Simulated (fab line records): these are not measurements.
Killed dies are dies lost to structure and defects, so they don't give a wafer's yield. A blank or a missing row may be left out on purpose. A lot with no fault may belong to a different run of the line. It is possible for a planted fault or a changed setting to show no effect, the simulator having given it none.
Which tool was responsible? -- flow sfq line -- route of 325 steps, sampled at 1 step: 7 lots, 20 wafers

== WHAT THE GAUGES READ, wafer by wafer ==
SFQ_INCOMING_BOW_MEAS_900.
lot,measured,on,INCOMING_BOW (um)
L227,day 1 20:02,film metro-01,0 -11 3
L229,day 2 06:01,film metro-03,1 -3 -1
L231,day 2 16:02,film metro-03,-5 3 5
L233,day 3 02:00,film metro-04,1 1 -11
L237,day 3 22:01,film metro-03,4 0
L244,day 5 09:01,film metro-03,9 0 7
L246,day 5 19:00,film metro-01,4 -10 -1

== TOOL THAT RAN EACH LOT (tool first, then ch and the chambers of the sampled wafers, then the start) ==
Before these readings, the record contains no process step.

== THE ANSWER, worked out from the rows above alone ==
Rule: the usual values come from the lots themselves. Put in order of their means at a reading, lots are off if they are a third of the lots or fewer, leave a main group of 4 or more, and stand apart from it by a gap of 3 or more times the standard deviation of the main group's means; of several such gaps the widest counts. A main group is skipped when, at the precision printed for the reading in the tables above, its means are all equal. Also off: a lot with no number at a reading for which 4 or more lots have one. Any other lot the step has rows for is counted as sound.
No lot is off on any of the readings shown, so nothing can be concluded from this.

== WHAT HAD BEEN PUT IN BY THE SIMULATOR ==
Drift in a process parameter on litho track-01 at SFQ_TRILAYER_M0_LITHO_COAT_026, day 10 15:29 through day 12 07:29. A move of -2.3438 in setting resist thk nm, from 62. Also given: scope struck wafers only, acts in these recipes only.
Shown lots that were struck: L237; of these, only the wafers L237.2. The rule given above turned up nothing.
